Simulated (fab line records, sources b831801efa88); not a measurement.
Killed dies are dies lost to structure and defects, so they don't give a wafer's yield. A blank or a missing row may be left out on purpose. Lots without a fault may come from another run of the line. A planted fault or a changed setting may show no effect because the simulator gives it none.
fab line records | flow sky130
record lots=11 wafers=33 last_day=50
route steps=708 shown VT_ADJUST_NCORE@127 SONOS_ONO@182 POLY_GATE@205 PAD_OPEN@708
lots that met no fault: from a run of the same line without faults
start_h: hours from the record's first day to the start of the lot's first wafer shown | wait_h: hours since the lot's step before | " the same as in the row above | L1.1+2: a row that stands for several wafers | - no value, or no start given | * or withheld: withheld | < > ~ a bound
route shown NAME@n: a module of which the file shows steps, and the number in the route of the first | usual: mean/standard deviation of fault-free wafers | same: alike in all rows | chamber/n: place in a boat | sites: the reading at each site | _std_site: their standard deviation | _edge_site: outer sites' mean less inner sites' | radius_mm: how far each site lies from the wafer's centre | mask NAME#n: copy n | behind: the tool/chamber that last shaped the wafer | hold: why the lot was held/for how many hours/how that ended | device: the transistor (n, p or np) that didn't switch | end of line: the same wafers' tests at the end of the route | a step without rows: its recipe alone | killed: dies lost to structure and defects at the first sort, not the wafer's yield | map: a wafer's dies, x killed, . not, _ none there
set.NAME: the setting as run; set.NAME@STEP: as run at that earlier step | model.NAME: the simulator's own value behind a step, which no gauge read
steps of the route over a sample of lots; a table a step, a row a wafer
services: from which hour (start_h, from the record's first day; less than 0 if before it) a tool's chamber was out of use, for how many hours, and why
## steps
# step SKY_VT_ADJUST_NCORE_OVL_MEAS_08
# usual VT_ADJUST_NCORE_OVL=1.2/1.6
# columns lot.wafer tool chamber start_h wait_h VT_ADJUST_NCORE_OVL[nm]
L911.1 overlay-02 - 185.17 0.1 0.3
L911.3 " - " " -0.5
L911.4 " - " " -1.1
L913.1 overlay-01 - 197.12 0.1 2.5
L913.4 " - " " 0.0
L913.5 " - " " 1.2
L914.1 overlay-02 - 203.55 0.1 3.7
L914.4 " - " " 4.3
L914.6 " - " " 3.5
L915.2 overlay-02 - 209.75 0.1 2.9
L915.4 " - " " 1.8
L915.5 " - " " 1.6
L916.2 overlay-01 - 218.50 0.1 0.3
L916.4 " - " " 2.0
L916.6 " - " " -0.7
L922.1 overlay-02 - 262.28 0.1 1.9
L922.2 " - " " 0.7
L922.6 " - " " 1.2
L923.2 overlay-02 - 274.67 0.1 2.5
L923.4 " - " " 1.9
L923.5 " - " " 3.3
L930.1 overlay-01 - 321.70 0.1 2.4
L930.3 " - " " 3.2
L930.6 " - " " 0.5
L931.2 overlay-02 - 322.24 0.1 2.5
L931.3 " - " " 1.6
L931.6 " - " " 2.0
L933.3 overlay-02 - 338.64 0.1 3.4
L933.4 " - " " 3.5
L933.6 " - " " 2.7
L934.2 overlay-01 - 347.55 0.1 0.7
L934.3 " - " " -0.8
L934.5 " - " " -1.2
# step SKY_SONOS_ONO_OVL_MEAS_14
# usual SONOS_ONO_OVL=-1.4/1.4
# columns lot.wafer tool chamber start_h wait_h SONOS_ONO_OVL[nm]
L911.1 overlay-02 - 281.26 0.1 -1.9
L911.3 " - " " -0.9
L911.4 " - " " -2.2
L913.1 overlay-01 - 294.48 0.1 -2.9
L913.4 " - " " -1.7
L913.5 " - " " -3.0
L914.1 overlay-02 - 304.73 0.1 -1.0
L914.4 " - " " -2.2
L914.6 " - " " -1.8
L915.2 overlay-02 - 308.30 0.1 -3.7
L915.4 " - " " -1.7
L915.5 " - " " -3.5
L916.2 overlay-02 - 322.00 0.1 -2.8
L916.4 " - " " -2.8
L916.6 " - " " -2.5
L922.1 overlay-01 - 377.03 0.1 0.5
L922.2 " - " " 1.2
L922.6 " - " " -0.1
L923.2 overlay-01 - 386.10 0.1 -0.6
L923.4 " - " " -0.8
L923.5 " - " " -0.6
L930.1 overlay-02 - 438.58 0.1 1.5
L930.3 " - " " -2.2
L930.6 " - " " 1.5
L931.2 overlay-02 - 440.59 0.1 -0.6
L931.3 " - " " -0.8
L931.6 " - " " -1.9
L933.3 overlay-01 - 462.88 0.1 -1.0
L933.4 " - " " 0.9
L933.6 " - " " 1.0
L934.2 overlay-01 - 469.77 0.1 -1.6
L934.3 " - " " -2.6
L934.5 " - " " -1.8
# step SKY_POLY_GATE_THK_MEAS_01
# recipe reads=poly-Si_of_POLY_GATE_CVD_00
# usual POLY_GATE_CVD_00_THK=180.8/1.7
# columns lot.wafer tool chamber start_h wait_h POLY_GATE_CVD_00_THK[nm]
L911.1 film_metro-01 - 320.49 0.0 179.5
L911.3 " - " " 180.5
L911.4 " - " " 180.2
L913.1 film_metro-04 - 332.78 0.0 183.6
L913.4 " - " " 183.4
L913.5 " - " " 184.4
L914.1 film_metro-04 - 342.49 0.0 183.8
L914.4 " - " " 183.2
L914.6 " - " " 181.9
L915.2 film_metro-02 - 342.50 0.0 182.1
L915.4 " - " " 181.9
L915.5 " - " " 181.1
L916.2 film_metro-02 - 360.48 0.0 181.7
L916.4 " - " " 182.4
L916.6 " - " " 181.2
L922.1 film_metro-01 - 411.98 0.0 181.5
L922.2 " - " " 182.4
L922.6 " - " " 180.5
L923.2 film_metro-02 - 421.55 0.0 178.4
L923.4 " - " " 179.8
L923.5 " - " " 180.6
L930.1 film_metro-04 - 477.01 0.0 177.0
L930.3 " - " " 178.0
L930.6 " - " " 177.5
L931.2 film_metro-04 - 478.22 0.0 178.4
L931.3 " - " " 178.0
L931.6 " - " " 179.8
L933.3 film_metro-01 - 497.81 0.0 176.6
L933.4 " - " " 177.7
L933.6 " - " " 176.9
L934.2 film_metro-01 - 504.82 0.0 180.7
L934.3 " - " " 182.4
L934.5 " - " " 181.4
# step SKY_POLY_GATE_ETCH_17
# recipe target_depth_nm=180 stop_on=SiO2 over_etch_frac=0.56667 chemistry=HBr/Cl2 target=poly-Si icp_w=400 bias_w=100 pressure_mtorr=10 HBr_flow_sccm=150 Cl2_flow_sccm=50 time_s=70.5
# usual HBr_flow_sccm=150.0/0.45 bias_w=99.99/0.27 drypump_motor_current_A=5.8/0.54 mfc_cl2_sccm=49.97/0.14 oes_product_au=0.981/0.0087 throttle_valve_pct=33.684/0.0085 time_s=70.5/0
# columns lot.wafer tool chamber start_h wait_h HBr_flow_sccm bias_w drypump_motor_current_A mfc_cl2_sccm oes_product_au rf_hours_counter_h throttle_valve_pct time_s
L911.1 rie_si-01 2 374.53 0.0 149.9 99.85 5.8 50.27 0.981 27 33.693 70.5
L911.3 " 1 " " 148.8 99.85 6.4 49.99 0.969 55 33.690 70.5
L911.4 " 0 " " 149.2 100.13 5.2 49.79 0.972 1 33.679 70.5
L913.1 rie_si-02 0 390.69 0.0 149.5 100.00 5.3 50.04 0.985 0 33.699 70.5
L913.4 " 3 " " 149.6 99.55 6.7 49.72 0.980 28 33.667 70.5
L913.5 " 3 " " 150.0 99.72 6.7 50.04 0.979 - 33.702 70.5
L914.1 rie_si-01 1 400.04 0.0 149.5 100.18 6.4 49.96 0.991 55 33.680 70.5
L914.4 " 0 " " 150.2 100.18 5.2 50.18 0.977 1 33.673 70.5
L914.6 " 2 " " 149.8 99.48 5.8 49.87 0.978 - 33.689 70.5
L915.2 rie_si-02 2 400.81 0.0 150.1 100.30 6.1 49.94 0.998 2 33.680 70.5
L915.4 " 3 " " 149.7 99.76 6.7 50.11 0.983 28 33.686 70.5
L915.5 " 2 " " 150.2 100.20 6.1 50.06 0.995 - 33.678 70.5
L916.2 rie_si-01 2 420.31 0.0 150.5 99.95 5.9 49.89 0.977 27 33.692 70.5
L916.4 " 0 " " 149.3 100.22 5.2 49.96 0.985 2 33.693 70.5
L916.6 " 1 " " 150.0 99.61 6.4 49.88 0.981 - 33.674 70.5
L922.1 rie_si-01 2 476.33 0.0 - - - - - - - -
L922.2 " 1 " " - - - - - - - -
L922.6 " 2 " " - - - - - - - -
L923.2 rie_si-02 1 485.38 0.0 - - - - - - - -
L923.4 " 0 " " - - - - - - - -
L923.5 " 2 " " - - - - - - - -
L930.1 rie_si-01 1 540.26 0.0 149.7 100.11 6.4 49.92 0.978 0 33.690 70.5
L930.3 " 2 " " 150.7 100.21 5.8 49.75 0.985 28 33.673 70.5
L930.6 " 0 " " 149.4 99.92 5.2 49.73 0.971 - 33.681 70.5
L931.2 rie_si-02 1 543.88 0.0 150.7 100.08 5.1 50.12 0.964 3 33.682 70.5
L931.3 " 2 " " 151.0 100.71 6.1 50.20 0.984 3 33.672 70.5
L931.6 " 0 " " 149.0 99.81 5.4 49.93 0.984 - 33.683 70.5
L933.3 rie_si-02 1 559.36 0.0 150.0 99.90 5.1 49.96 0.956 3 33.695 70.5
L933.4 " 2 " " 149.7 99.85 6.1 49.72 0.988 3 33.680 70.5
L933.6 " 2 " " 150.2 100.45 6.1 50.02 0.983 - 33.686 70.5
L934.2 rie_si-01 2 567.43 0.0 150.4 99.92 5.8 50.14 0.978 28 33.692 70.5
L934.3 " 0 " " 149.6 99.71 5.2 49.80 0.989 3 33.683 70.5
L934.5 " 2 " " 150.5 99.94 5.8 50.13 0.980 - 33.685 70.5
# step SKY_POLY_GATE_STRIP_18
# recipe chemistry=O2/N2 power_w=1400 pressure_mtorr=1500 platen_temp_c=withheld o2_flow_sccm=3000 n2_flow_sccm=300 overash_fraction=0.5
# usual drypump_motor_current_A=5.7/0.6 oes_product_au=0.362/0.0045 strip_time_to_endpoint_s=3.19/0.039
# columns lot.wafer tool chamber start_h wait_h drypump_motor_current_A oes_product_au rf_hours_counter_h strip_time_to_endpoint_s
L911.1 plasma_asher-02 1 374.59 0.0 4.7 0.356 72 3.15
L911.3 " 0 " " 6.0 0.361 - 3.20
L911.4 " 1 " " 4.8 0.359 - 3.17
L913.1 plasma_asher-02 1 390.75 0.0 4.8 0.352 74 3.16
L913.4 " 0 " " 6.1 0.358 - 3.15
L913.5 " 1 " " 4.8 0.364 - 3.15
L914.1 plasma_asher-02 0 400.10 0.0 6.1 0.361 75 3.21
L914.4 " 1 " " 4.7 0.369 - 3.21
L914.6 " 1 " " 4.8 0.357 - 3.21
L915.2 plasma_asher-04 1 400.87 0.0 6.2 0.358 49 3.14
L915.4 " 1 " " 6.2 0.359 - 3.18
L915.5 " 1 " " 6.2 0.359 - 3.13
L916.2 plasma_asher-02 1 420.37 0.0 4.7 0.369 77 3.21
L916.4 " 1 " " 4.8 0.356 - 3.22
L916.6 " 1 " " 4.7 0.354 - 3.15
L922.1 plasma_asher-02 0 476.39 0.0 6.0 0.410 82 4.26
L922.2 " 1 " " 4.8 0.402 82 4.20
L922.6 " 1 " " 4.8 0.402 - 4.23
L923.2 plasma_asher-02 1 485.44 0.0 4.8 0.408 83 4.16
L923.4 " 1 " " 4.8 0.412 - 4.18
L923.5 " 0 " " 6.1 0.408 - 4.19
L930.1 plasma_asher-04 1 540.32 0.0 6.2 0.358 63 3.20
L930.3 " 1 " " 6.2 0.363 - 3.23
L930.6 " 1 " " 6.2 0.362 - 3.19
L931.2 plasma_asher-04 1 543.94 0.0 6.2 0.364 63 3.28
L931.3 " 1 " " 6.2 0.348 - 3.19
L931.6 " 1 " " 6.2 0.360 - 3.23
L933.3 plasma_asher-04 0 559.45 0.1 6.4 0.362 - 3.21
L933.4 " 1 " " 6.2 0.359 - 3.10
L933.6 " 1 " " 6.2 0.362 - 3.18
L934.2 plasma_asher-02 1 567.49 0.0 4.8 0.357 91 3.22
L934.3 " 0 " " 6.1 0.365 - 3.18
L934.5 " 0 " " 6.1 0.360 - 3.22
# step SKY_PAD_OPEN_PROBE_99
# usual killed_at_M0_to_M3=43/6.6 killed_at_M4_up=3.0/1.7 killed_at_contacts=24/5.4 killed_at_front_end=16/4.6 killed_at_other=0.3/0.53 killed_dies=87/9.7 killed_on_rim=18/4 killed_open=47/7.3 killed_short=39/6.5
# same gross_dies=492 killed_at_back_side=0
# columns lot.wafer tool chamber start_h wait_h hold killed_at_M0_to_M3 killed_at_M4_up killed_at_contacts killed_at_front_end killed_at_other killed_dies killed_on_rim killed_open killed_short
L911.1 prober-01 - 1076.21 0.1 - 41 5 23 9 0 78 13 43 33
L911.3 prober-01 - 1076.31 0.2 - 53 4 16 24 0 97 18 54 43
L911.4 prober-01 - 1076.36 0.2 - 35 4 18 12 0 69 14 41 28
L913.1 prober-01 - 1089.43 0.1 - 46 5 18 9 1 79 13 33 45
L913.4 prober-01 - 1089.58 0.2 - 31 2 25 19 1 78 13 34 44
L913.5 prober-01 - 1089.63 0.2 - 45 5 28 6 0 84 19 53 31
L914.1 prober-02 - 1095.76 0.1 - 39 2 23 14 1 79 19 43 36
L914.4 prober-02 - 1095.91 0.2 - 42 6 25 14 1 88 18 45 43
L914.6 prober-02 - 1096.01 0.2 - 45 0 27 17 0 89 23 48 41
L915.2 prober-01 - 1097.03 0.1 - 46 3 27 16 0 92 13 54 35
L915.4 prober-01 - 1097.13 0.2 - 45 6 23 16 1 91 21 53 35
L915.5 prober-01 - 1097.18 0.2 - 34 3 23 19 0 79 10 44 33
L916.2 prober-02 - 1114.25 0.1 - 44 2 28 10 0 84 14 45 39
L916.4 prober-02 - 1114.35 0.2 - 48 4 22 17 1 92 24 44 48
L916.6 prober-02 - 1114.45 0.2 - 37 6 27 6 0 76 16 33 43
L922.1 prober-01 - 1145.61 0.1 await_dispo/1.5h/scrap 38 3 29 422 0 492 96 50 45
L922.2 prober-01 - 1145.66 0.1 await_dispo/1.5h/scrap 49 3 24 416 0 492 96 44 44
L922.6 prober-01 - 1145.86 0.2 await_dispo/1.5h/scrap 40 2 26 424 0 492 96 42 37
L923.2 prober-02 - 1152.23 0.1 await_dispo/2.6h/scrap 32 4 9 447 0 492 96 36 30
L923.4 prober-02 - 1152.33 0.2 await_dispo/2.6h/scrap 44 5 22 421 0 492 96 40 40
L923.5 prober-02 - 1152.38 0.2 await_dispo/2.6h/scrap 44 4 30 414 0 492 96 53 43
L930.1 prober-01 - 1182.68 0.1 - 55 4 26 5 0 90 19 46 44
L930.3 prober-01 - 1182.78 0.2 - 33 4 23 23 0 83 20 41 42
L930.6 prober-01 - 1182.93 0.2 - 36 1 20 16 0 73 18 35 38
L931.2 prober-02 - 1183.61 0.1 - 47 5 8 19 0 79 8 39 40
L931.3 prober-02 - 1183.66 0.2 - 37 1 14 19 0 71 20 37 34
L931.6 prober-02 - 1183.81 0.2 - 46 3 28 14 0 91 20 46 44
L933.3 prober-02 - 1191.23 0.2 - 37 1 23 16 0 77 16 41 36
L933.4 prober-02 - 1191.28 0.2 - 36 2 17 21 0 76 20 46 30
L933.6 prober-02 - 1191.38 0.2 - 46 2 18 11 0 77 15 42 35
L934.2 prober-01 - 1200.01 0.1 - 41 2 22 18 1 84 20 50 33
L934.3 prober-01 - 1200.06 0.2 - 36 7 26 13 1 83 17 44 38
L934.5 prober-01 - 1200.16 0.2 - 48 2 35 16 1 102 18 59 42
# killed by level:class
L911.1 VIA1:geometric_particle:open=10 CONTACT:geometric_particle:open=7 VIA1:geometric_particle:short=6 VIA2:geometric_particle:open=6 LI_CONTACT:geometric_particle:open=5 CONTACT:geometric_particle:short=5 VIA3:geometric_particle:open=5 POLY_GATE:geometric_particle:short=3
L911.3 VIA1:geometric_particle:open=19 FIELD_ISO:geometric_particle:short=7 CONTACT:geometric_particle:open=7 POLY_GATE:geometric_particle:open=6 METAL3:geometric_particle:short=6 VIA1:geometric_particle:short=5 FIELD_ISO:geometric_particle:open=4 VIA2:geometric_particle:short=4
L911.4 CONTACT:geometric_particle:open=8 VIA1:geometric_particle:open=8 METAL1:geometric_particle:short=7 VIA2:geometric_particle:open=6 LI_CONTACT:geometric_particle:open=5 POLY_GATE:geometric_particle:open=4 VIA1:geometric_particle:short=4 VIA3:geometric_particle:open=4
L913.1 METAL1:geometric_particle:short=9 VIA2:geometric_particle:open=6 METAL3:geometric_particle:short=6 VIA3:geometric_particle:open=6 CONTACT:geometric_particle:open=5 VIA1:geometric_particle:short=5 FIELD_ISO:geometric_particle:open=4 CONTACT:geometric_particle:short=4
L913.4 CONTACT:geometric_particle:short=8 VIA1:geometric_particle:open=7 FIELD_ISO:geometric_particle:open=6 FIELD_ISO:geometric_particle:short=6 LOCAL_INTERCONNECT:geometric_particle:short=6 CONTACT:geometric_particle:open=6 METAL1:geometric_particle:short=5 VIA1:geometric_particle:short=4
L913.5 CONTACT:geometric_particle:open=13 VIA3:geometric_particle:open=13 VIA1:geometric_particle:open=8 LI_CONTACT:geometric_particle:open=7 METAL2:geometric_particle:short=7 METAL1:geometric_particle:short=4 VIA2:geometric_particle:open=4 FIELD_ISO:geometric_particle:open=3
L914.1 LI_CONTACT:geometric_particle:open=10 VIA1:geometric_particle:open=6 VIA2:geometric_particle:open=6 METAL2:geometric_particle:short=5 CONTACT:geometric_particle:short=5 CONTACT:geometric_particle:open=5 FIELD_ISO:geometric_particle:open=4 VIA2:geometric_particle:short=4
L914.4 METAL1:geometric_particle:short=10 VIA1:geometric_particle:open=8 FIELD_ISO:geometric_particle:short=6 VIA3:geometric_particle:open=6 LI_CONTACT:geometric_particle:open=5 LOCAL_INTERCONNECT:geometric_particle:short=5 CONTACT:geometric_particle:open=5 FIELD_ISO:geometric_particle:open=4
L914.6 LI_CONTACT:geometric_particle:open=9 CONTACT:geometric_particle:open=9 VIA2:geometric_particle:open=9 METAL1:geometric_particle:short=7 POLY_GATE:geometric_particle:open=6 VIA1:geometric_particle:short=6 LOCAL_INTERCONNECT:geometric_particle:short=6 VIA1:geometric_particle:open=5
L915.2 CONTACT:geometric_particle:open=10 VIA2:geometric_particle:open=10 LI_CONTACT:geometric_particle:open=7 CONTACT:geometric_particle:short=7 VIA1:geometric_particle:open=7 VIA3:geometric_particle:open=6 METAL2:geometric_particle:short=5 FIELD_ISO:geometric_particle:open=4
L915.4 CONTACT:geometric_particle:open=11 VIA2:geometric_particle:open=10 VIA1:geometric_particle:open=10 LOCAL_INTERCONNECT:geometric_particle:short=6 METAL1:geometric_particle:short=6 FIELD_ISO:geometric_particle:short=5 LI_CONTACT:geometric_particle:open=5 VIA3:geometric_particle:open=5
L915.5 VIA1:geometric_particle:open=8 CONTACT:geometric_particle:open=8 VIA2:geometric_particle:open=7 FIELD_ISO:geometric_particle:short=5 POLY_GATE:geometric_particle:open=4 LI_CONTACT:geometric_particle:open=4 CONTACT:geometric_particle:short=4 FIELD_ISO:geometric_particle:open=3
L916.2 VIA1:geometric_particle:open=13 CONTACT:geometric_particle:open=9 LI_CONTACT:geometric_particle:open=7 METAL1:geometric_particle:short=7 METAL2:geometric_particle:short=5 FIELD_ISO:geometric_particle:open=4 LOCAL_INTERCONNECT:geometric_particle:short=4 CONTACT:geometric_particle:short=4
L916.4 VIA1:geometric_particle:open=10 VIA2:geometric_particle:open=7 METAL2:geometric_particle:short=7 POLY_GATE:geometric_particle:short=6 LI_CONTACT:geometric_particle:open=6 VIA3:geometric_particle:open=6 LOCAL_INTERCONNECT:geometric_particle:short=5 CONTACT:geometric_particle:open=5
L916.6 CONTACT:geometric_particle:open=10 METAL2:geometric_particle:short=8 VIA3:geometric_particle:open=7 LOCAL_INTERCONNECT:geometric_particle:short=6 METAL4:geometric_particle:short=5 LI_CONTACT:geometric_particle:open=4 VIA1:geometric_particle:open=4 VIA2:geometric_particle:short=4
L922.1 POLY_GATE:area_etch=397 CONTACT:geometric_particle:open=10 FIELD_ISO:geometric_particle:open=8 LI_CONTACT:geometric_particle:open=8 FIELD_ISO:geometric_particle:short=7 VIA3:geometric_particle:open=6 METAL1:geometric_particle:short=6 CONTACT:geometric_particle:short=5
L922.2 POLY_GATE:area_etch=404 VIA1:geometric_particle:open=15 CONTACT:geometric_particle:short=6 CONTACT:geometric_particle:open=6 LI_CONTACT:geometric_particle:open=5 LOCAL_INTERCONNECT:geometric_particle:short=5 METAL2:geometric_particle:short=5 METAL3:geometric_particle:short=5
L922.6 POLY_GATE:area_etch=413 VIA2:geometric_particle:open=10 LOCAL_INTERCONNECT:geometric_particle:short=9 VIA1:geometric_particle:open=8 CONTACT:geometric_particle:short=6 VIA1:geometric_particle:short=6 CONTACT:geometric_particle:open=5 POLY_GATE:geometric_particle:open=4
L923.2 POLY_GATE:area_etch=426 VIA1:geometric_particle:open=9 CONTACT:geometric_particle:open=6 FIELD_ISO:geometric_particle:short=5 POLY_GATE:geometric_particle:open=5 VIA1:geometric_particle:short=5 VIA2:geometric_particle:short=5 FIELD_ISO:geometric_particle:open=4
L923.4 POLY_GATE:area_etch=412 VIA1:geometric_particle:open=14 VIA1:geometric_particle:short=8 LI_CONTACT:geometric_particle:open=7 CONTACT:geometric_particle:open=7 METAL1:geometric_particle:short=6 LOCAL_INTERCONNECT:geometric_particle:short=5 FIELD_ISO:geometric_particle:short=4
L923.5 POLY_GATE:area_etch=396 VIA1:geometric_particle:open=11 CONTACT:geometric_particle:open=9 LOCAL_INTERCONNECT:geometric_particle:short=8 VIA2:geometric_particle:open=8 POLY_GATE:geometric_particle:short=6 METAL2:geometric_particle:short=6 CONTACT:geometric_particle:short=6
L930.1 CONTACT:geometric_particle:open=10 VIA1:geometric_particle:open=9 VIA2:geometric_particle:open=9 LI_CONTACT:geometric_particle:open=8 METAL1:geometric_particle:short=8 CONTACT:geometric_particle:short=5 VIA1:geometric_particle:short=5 VIA2:geometric_particle:short=5
L930.3 CONTACT:geometric_particle:open=10 CONTACT:geometric_particle:short=9 VIA1:geometric_particle:open=9 POLY_GATE:geometric_particle:short=7 METAL1:geometric_particle:short=6 SPACER:geometric_particle:short=4 FIELD_ISO:geometric_particle:short=4 VIA2:geometric_particle:open=4
L930.6 CONTACT:geometric_particle:open=10 POLY_GATE:geometric_particle:short=6 METAL2:geometric_particle:short=6 VIA3:geometric_particle:open=6 METAL1:geometric_particle:short=5 VIA1:geometric_particle:open=5 VIA3:geometric_particle:short=5 FIELD_ISO:geometric_particle:short=4
L931.2 VIA1:geometric_particle:open=12 METAL2:geometric_particle:short=7 VIA2:geometric_particle:open=7 POLY_GATE:geometric_particle:short=5 METAL1:geometric_particle:short=5 METAL4:geometric_particle:short=5 FIELD_ISO:geometric_particle:open=4 VIA3:geometric_particle:open=4
L931.3 VIA1:geometric_particle:open=9 FIELD_ISO:geometric_particle:short=6 CONTACT:geometric_particle:open=6 METAL1:geometric_particle:short=5 VIA2:geometric_particle:open=5 POLY_GATE:geometric_particle:open=4 VIA3:geometric_particle:open=4 LOCAL_INTERCONNECT:geometric_particle:short=3
L931.6 VIA1:geometric_particle:open=11 CONTACT:geometric_particle:open=8 VIA1:geometric_particle:short=6 POLY_GATE:geometric_particle:short=5 LI_CONTACT:geometric_particle:open=5 METAL1:geometric_particle:short=5 METAL3:geometric_particle:short=5 LI_CONTACT:geometric_particle:short=4
L933.3 CONTACT:geometric_particle:open=8 VIA2:geometric_particle:open=8 LI_CONTACT:geometric_particle:open=6 CONTACT:geometric_particle:short=6 POLY_GATE:geometric_particle:short=5 VIA1:geometric_particle:open=5 METAL1:geometric_particle:short=5 VIA3:geometric_particle:open=5
L933.4 POLY_GATE:geometric_particle:open=10 VIA1:geometric_particle:open=10 VIA2:geometric_particle:open=6 VIA3:geometric_particle:open=6 LOCAL_INTERCONNECT:geometric_particle:short=5 CONTACT:geometric_particle:open=5 FIELD_ISO:geometric_particle:short=4 FIELD_ISO:geometric_particle:open=3
L933.6 VIA1:geometric_particle:open=10 METAL1:geometric_particle:short=8 VIA3:geometric_particle:open=7 LI_CONTACT:geometric_particle:open=5 VIA2:geometric_particle:open=5 FIELD_ISO:geometric_particle:open=4 FIELD_ISO:geometric_particle:short=4 LI_CONTACT:geometric_particle:short=4
L934.2 VIA1:geometric_particle:open=13 CONTACT:geometric_particle:open=9 POLY_GATE:geometric_particle:open=6 VIA2:geometric_particle:open=6 CONTACT:geometric_particle:short=5 VIA3:geometric_particle:open=5 METAL2:geometric_particle:short=4 POLY_GATE:geometric_particle:short=4
L934.3 VIA1:geometric_particle:open=12 LI_CONTACT:geometric_particle:open=9 CONTACT:geometric_particle:open=8 FIELD_ISO:geometric_particle:short=6 METAL1:geometric_particle:short=5 METAL4:geometric_particle:short=5 CONTACT:geometric_particle:short=4 VIA3:geometric_particle:open=4
L934.5 CONTACT:geometric_particle:open=14 VIA1:geometric_particle:open=13 LI_CONTACT:geometric_particle:open=7 METAL2:geometric_particle:short=7 FIELD_ISO:geometric_particle:short=6 VIA3:geometric_particle:open=6 LI_CONTACT:geometric_particle:short=5 METAL1:geometric_particle:short=5
## services
# columns tool chamber start_h hours kind
plasma_asher-02 - 363.64 3.6 repair
plasma_asher-02 - 431.49 0.4 repair
plasma_asher-02 - 449.20 8.6 repair
rie_si-02 0 457.53 2.9 repair
rie_si-01 3 461.36 - clean
rie_si-01 3 461.36 18.4 scheduled_down
rie_si-01 3 461.36 18.4 vent_cycle
plasma_asher-04 - 468.96 1.8 repair
rie_si-02 2 470.44 7.5 repair
plasma_asher-04 - 472.27 0.7 repair
rie_si-02 0 474.80 3.3 repair
rie_si-02 - 475.88 2.8 pm
rie_si-01 1 498.24 - clean
rie_si-01 1 498.24 22.6 scheduled_down
rie_si-01 1 498.24 22.6 vent_cycle
plasma_asher-04 - 538.56 1.7 repair
## key
first_sign step=SKY_POLY_GATE_ETCH_17 reading=tool_record direction=missing
effect step=SKY_POLY_GATE_STRIP_18 reading=strip_time_to_endpoint_s direction=up sigmas=26 usual=* struck=*
effect step=SKY_PAD_OPEN_PROBE_99 reading=killed_at_front_end direction=up sigmas=90 usual=16 struck=424
more_kills_born_at SKY_POLY_GATE_ETCH_17@rie_si-02=1234 SKY_POLY_GATE_ETCH_17@rie_si-01=1214
met_at SKY_POLY_GATE_ETCH_17
struck_lots L922,L923
later_rows_left_out L922.1,L922.2,L922.6,L923.2,L923.4,L923.5
tester_left_out L922,L923
not_acting_at SKY_VT_ADJUST_NCORE_OVL_MEAS_08,SKY_SONOS_ONO_OVL_MEAS_14,SKY_POLY_GATE_THK_MEAS_01
onset_between 420.31 476.33
fault kind=skipped_step_whole tool=rie_si-01,rie_si-02 chamber=- onset_h=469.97 steps=SKY_POLY_GATE_ETCH_17 scope=struck_lots_only
# tester_left_out: of these lots the tester's yield and bins aren't shown, on N5 and GAA mostly nor the transistor test; their killed dies are dies lost to structure and defects alone, not to doping, threshold or leakage, so they don't give the yield
# later_rows_left_out: the simulator's readings of these wafers behind a module that went badly wrong aren't trusted and aren't shown, but for the sort
